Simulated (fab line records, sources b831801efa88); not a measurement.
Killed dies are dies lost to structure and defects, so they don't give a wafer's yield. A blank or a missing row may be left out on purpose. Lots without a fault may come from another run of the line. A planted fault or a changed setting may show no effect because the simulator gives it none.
fab line records | flow sfq_line
record lots=14 wafers=41 last_day=87
route steps=325 shown I4@164 I5@228 M6@253
lots that met no fault: from a run of the same line without faults
start_h: hours from the record's first day to the start of the lot's first wafer shown | wait_h: hours since the lot's step before | " the same as in the row above | L1.1+2: a row that stands for several wafers | - no value, or no start given | * or withheld: withheld | < > ~ a bound
route shown NAME@n: a module of which the file shows steps, and the number in the route of the first | usual: mean/standard deviation of fault-free wafers | same: alike in all rows | chamber/n: place in a boat | sites: the reading at each site | _std_site: their standard deviation | _edge_site: outer sites' mean less inner sites' | radius_mm: how far each site lies from the wafer's centre | mask NAME#n: copy n | behind: the tool/chamber that last shaped the wafer | hold: why the lot was held/for how many hours/how that ended | device: the transistor (n, p or np) that didn't switch | end of line: the same wafers' tests at the end of the route | a step without rows: its recipe alone | killed: dies lost to structure and defects at the first sort, not the wafer's yield | map: a wafer's dies, x killed, . not, _ none there
set.NAME: the setting as run; set.NAME@STEP: as run at that earlier step | model.NAME: the simulator's own value behind a step, which no gauge read
steps of the route over a sample of lots; a table a step, a row a wafer
services: from which hour (start_h, from the record's first day; less than 0 if before it) a tool's chamber was out of use, for how many hours, and why
## steps
# step SFQ_TRILAYER_I4_CMP_CMP_100
# recipe material=SiO2 down_force_psi=3 platen_rpm=60 pad_velocity_m_s=0.94248
# usual motor_current_A=9.8/1 time_to_endpoint_s=214/7.5
# columns lot.wafer tool chamber start_h wait_h motor_current_A time_to_endpoint_s
L114.2 cmp-01 2 865.20 0.6 8.8 224
L114.4 " 1 866.70 2.1 9.5 229
L114.6 " 3 867.70 3.1 8.7 222
L115.1 cmp-02 0 871.10 0.5 9.3 203
L115.3 " 1 " " 9.8 202
L115.6 " 3 872.60 2.0 11.7 215
L116.1 cmp-02 3 886.32 0.0 11.6 202
L116.3 " 0 " " 9.9 209
L116.4 " 1 " " 9.8 217
L118.2 cmp-02 0 965.00 0.5 9.3 207
L118.5 " 0 967.00 2.5 9.6 214
L118.6 " 1 " " 10.4 215
L119.3 cmp-01 0 970.52 3.8 10.3 212
L119.4 " 1 " " 9.3 229
L119.6 " 0 972.52 5.8 10.4 228
L121.2 cmp-02 2 1053.68 0.5 9.5 209
L121.4 " 0 1054.68 1.5 9.5 214
L121.6 " 1 " " 10.3 210
L123.3 cmp-02 2 1063.29 0.6 9.5 204
L123.1 " 0 1064.29 1.6 9.5 207
L123.6 " 3 1065.79 3.1 11.4 215
L124.3 cmp-01 1 1065.59 0.5 9.9 221
L124.4 " 3 1066.59 1.5 8.4 228
L124.6 " 0 " " 9.6 220
L125.3 cmp-02 3 1066.29 0.0 11.7 210
L125.2 " 2 1067.79 1.5 9.8 203
L125.6 " 0 1068.79 2.5 9.4 210
L126.3 cmp-01 0 1071.59 1.7 9.6 215
L126.2 " 1 " " 9.3 219
L126.6 " 3 1073.09 3.2 8.3 231
L132.2 cmp-01 1 1084.09 1.0 9.6 221
L132.5 " 3 1085.09 2.0 8.4 225
L132.6 " 0 " " 9.9 218
L134.4 cmp-02 2 1087.79 1.1 10.1 210
L134.5 " 2 1089.79 3.1 9.8 214
L135.1 cmp-01 3 1089.59 0.5 8.5 219
L135.3 " 0 " " 9.8 215
L135.6 " 3 1091.59 2.5 8.8 222
L137.2 cmp-02 3 1096.89 1.8 11.9 199
L137.1 " 0 " " 10.2 204
L137.3 " 2 1098.39 3.3 9.0 203
# step SFQ_TRILAYER_A5C_DEP_PECVD_142
# recipe material=SiO2 temp_c=150 time_s=15.556 pressure_torr=2.4 rf_w=183.3 precursor=SiH4/N2O target_thk_nm=70
# usual heater_power_w=87/15 throttle_valve_pct=24.7/1.6
# same time_s=15.556
# columns lot.wafer tool chamber start_h wait_h heater_power_w throttle_valve_pct
L114.2 pecvd-01 1 1425.16 0.0 89 24.2
L114.4 " 1 " " 89 24.2
L114.6 " 0 " " 91 25.2
L115.1 pecvd-03 2 1431.16 0.0 126 22.6
L115.3 " 0 " " 97 23.6
L115.6 " 1 " " 74 24.6
L116.1 pecvd-03 2 1441.96 0.0 121 22.4
L116.3 " 0 " " 92 23.6
L116.4 " 2 " " 119 22.4
L118.2 pecvd-03 2 1506.89 0.0 118 22.5
L118.5 " 0 " " 95 23.5
L118.6 " 1 " " 77 24.7
L119.3 pecvd-03 0 1513.13 0.0 95 23.6
L119.4 " 2 " " 106 22.5
L119.6 " 0 " " 97 23.6
L121.2 pecvd-03 2 1564.95 0.0 119 22.7
L121.4 " 2 " " 120 22.5
L121.6 " 0 " " 90 23.7
L123.1 pecvd-01 1 1567.32 0.0 83 24.1
L123.3 " 0 " " 93 25.1
L123.6 " 2 " " 71 27.3
L124.3 pecvd-03 2 1569.25 0.0 122 22.8
L124.4 " 0 " " 82 23.6
L124.6 " 0 " " 83 23.8
L125.2 pecvd-01 2 1571.64 0.0 69 27.6
L125.3 " 0 " " 81 25.1
L125.6 " 2 " " 69 27.4
L126.2 pecvd-02 1 1572.13 0.0 77 22.9
L126.3 " 2 " " 82 26.1
L126.6 " 2 " " 82 26.1
L132.2 pecvd-02 0 1588.44 0.0 79 27.1
L132.5 " 2 " " 83 26.3
L132.6 " 0 " " 78 27.1
L134.4 pecvd-02 1 1602.13 0.0 85 22.9
L134.5 " 2 " " 72 26.0
L135.1 pecvd-03 2 1605.72 0.0 119 22.9
L135.3 " 1 " " 66 24.9
L135.6 " 2 " " 119 22.9
L137.1 pecvd-01 0 1618.92 0.0 93 24.9
L137.2 " 2 " " 76 27.6
L137.3 " 1 " " 89 23.9
# step SFQ_M6_RS_MEAS_938
# recipe thk_meas_gauge=four-point-probe reads=Nb_of_TRILAYER_M6_DEP_SPUTTER_157
# usual M6_NB_RS=0.891/0.0087
# columns lot.wafer tool chamber start_h wait_h M6_NB_RS[ohm/sq]
L114.2 film_metro-04 - 1433.04 0.1 0.888
L114.4 " - " " 0.884
L114.6 " - " " 0.887
L115.1 film_metro-04 - 1437.71 0.0 0.891
L115.3 " - " " 0.889
L115.6 " - " " 0.879
L116.1 film_metro-02 - 1519.41 0.0 0.908
L116.3 " - " " 0.900
L116.4 " - " " 0.904
L118.2 film_metro-03 - 1524.82 0.1 0.885
L118.5 " - " " 0.881
L118.6 " - " " 0.887
L119.3 film_metro-02 - 1628.90 0.1 0.886
L119.4 " - " " 0.893
L119.6 " - " " 0.886
L121.2 film_metro-04 - 1727.12 0.1 0.889
L121.4 " - " " 0.879
L121.6 " - " " 0.871
L123.1 film_metro-02 - 1733.25 0.0 0.885
L123.3 " - " " 0.893
L123.6 " - " " 0.886
L124.3 film_metro-03 - 1800.01 0.1 0.896
L124.4 " - " " 0.901
L124.6 " - " " 0.898
L125.2 film_metro-02 - 1806.01 0.1 0.902
L125.3 " - " " 0.900
L125.6 " - " " 0.905
L126.2 film_metro-04 - 1810.79 0.1 0.895
L126.3 " - " " 0.904
L126.6 " - " " 0.896
L132.2 film_metro-04 - 1826.39 0.1 0.884
L132.5 " - " " 0.886
L132.6 " - " " 0.883
L134.4 film_metro-04 - 1836.03 0.1 0.900
L134.5 " - " " 0.909
L135.1 film_metro-04 - 1838.37 0.0 0.881
L135.3 " - " " 0.883
L135.6 " - " " 0.879
L137.1 film_metro-03 - 1843.17 0.0 0.879
L137.2 " - " " 0.888
L137.3 " - " " 0.886
# step SFQ_TRILAYER_M6_BARC_OPEN_METAL_ETCH_206
# recipe mask_material=PR chemistry=O2 target_depth_nm=125 target=BARC icp_w=600 bias_w=80 pressure_mtorr=10 time_s=41.7
# usual drypump_motor_current_A=5.6/0.49 oes_product_au=0.685/0.0042 run_length_s=70.0/0.37
# columns lot.wafer tool chamber start_h wait_h drypump_motor_current_A oes_product_au rf_hours_counter_h run_length_s
L114.2 rie_metal-03 1 1555.62 0.0 6.4 0.689 50 69.5
L114.4 " 1 " " 6.4 0.690 - 70.1
L114.6 " 0 " " 5.1 0.687 - 69.5
L115.1 rie_metal-03 0 1558.02 0.0 5.1 0.684 75 69.8
L115.3 " 0 " " 5.1 0.688 - 69.7
L115.6 " 0 " " 5.1 0.680 - 69.6
L116.1 rie_metal-01 0 1633.62 0.0 5.3 0.683 126 70.4
L116.3 " 0 " " 5.3 0.686 - 70.5
L116.4 " 1 " " 5.4 0.687 - 70.1
L118.2 rie_metal-01 0 1636.31 0.0 5.4 0.682 126 70.1
L118.5 " 0 " " 5.3 0.687 - 70.3
L118.6 " 1 " " 5.4 0.684 - 70.3
L119.3 rie_metal-02 1 1637.53 0.0 5.7 0.684 - 70.2
L119.4 " 0 " " 5.5 0.683 - 69.7
L119.6 " 1 " " 5.7 0.686 - 70.1
L121.2 rie_metal-03 1 1733.11 0.0 6.4 0.683 68 70.2
L121.4 " 0 " " 5.1 0.689 - 69.9
L121.6 " 0 " " 5.1 0.687 - 69.8
L123.1 rie_metal-01 1 1735.71 0.0 5.4 0.683 84 70.4
L123.3 " 0 " " 5.3 0.687 - 70.3
L123.6 " 0 " " 5.4 0.679 - 70.7
L124.3 rie_metal-01 0 1809.18 0.0 5.3 0.681 - 70.3
L124.4 " 1 " " 5.4 0.685 - 70.3
L124.6 " 1 " " 5.4 0.693 - 70.3
L125.2 rie_metal-03 0 1810.36 0.0 5.1 0.686 114 70.1
L125.3 " 0 " " 5.1 0.690 - 69.7
L125.6 " 1 " " 6.4 0.683 - 70.0
L126.2 rie_metal-03 1 1813.24 0.0 6.4 0.679 83 70.4
L126.3 " 1 " " 6.4 0.689 - 69.7
L126.6 " 0 " " 5.2 0.679 - 69.5
L132.2 rie_metal-01 0 1833.64 0.0 5.3 0.682 20 70.2
L132.5 " 0 " " 5.3 0.686 - 70.8
L132.6 " 1 " " 5.4 0.677 - 70.1
L134.4 rie_metal-01 1 1842.06 0.0 5.4 0.882 - 58.5
L134.5 " 1 " " 5.4 0.689 - 70.5
L135.1 rie_metal-01 0 1844.44 0.0 5.3 0.678 22 70.2
L135.3 " 0 " " 5.3 0.890 - 58.6
L135.6 " 0 " " 5.3 0.893 - 58.6
L137.1 rie_metal-03 0 1849.99 0.0 5.1 0.678 122 69.8
L137.2 " 1 " " 6.4 0.689 90 69.8
L137.3 " 0 " " 5.1 0.682 - 70.0
## services
# columns tool chamber start_h hours kind
cmp-02 - 846.71 3.7 pm
cmp-02 - 915.72 4.0 pm
cmp-02 - 943.06 2.1 repair
cmp-02 - 968.00 4.1 pm
cmp-02 - 973.88 0.9 repair
cmp-02 - 990.25 2.5 repair
cmp-02 - 1116.00 1.3 repair
cmp-02 - 1188.02 2.1 repair
cmp-02 - 1196.14 14.4 pm
cmp-02 - 1216.90 4.0 pm
cmp-02 - 1223.00 0.9 repair
cmp-02 - 1235.88 7.8 repair
cmp-02 - 1253.62 2.7 repair
cmp-02 - 1256.28 4.0 pm
cmp-02 - 1333.34 1.2 repair
cmp-02 - 1338.52 5.1 repair
cmp-02 - 1393.97 1.6 repair
cmp-02 - 1491.90 0.3 repair
cmp-02 - 1549.07 5.4 repair
cmp-02 - 1584.50 8.3 pm
cmp-02 - 1593.64 9.3 repair
cmp-02 - 1602.91 4.0 pm
cmp-02 - 1623.91 4.6 pm
cmp-02 - 1756.25 2.6 repair
## key
first_sign step=SFQ_TRILAYER_M6_BARC_OPEN_METAL_ETCH_206 reading=oes_product_au direction=up sigmas=49 usual=0.685 struck=0.889
effect step=SFQ_TRILAYER_M6_BARC_OPEN_METAL_ETCH_206 reading=run_length_s direction=down sigmas=31 usual=* struck=*
met_at SFQ_TRILAYER_M6_BARC_OPEN_METAL_ETCH_206
struck_lots L134,L135
struck_wafers L134.4,L135.3,L135.6
not_acting_at SFQ_TRILAYER_I4_CMP_CMP_100,SFQ_TRILAYER_A5C_DEP_PECVD_142,SFQ_M6_RS_MEAS_938
onset_between 1833.64 1842.06
fault kind=process_parameter_drift tool=rie_metal-01 chamber=- onset_h=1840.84 steps=SFQ_TRILAYER_M6_BARC_OPEN_METAL_ETCH_206 channel=time_s offset=* shape=step end_h=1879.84 scope=struck_wafers_only acts_in=* stated=*
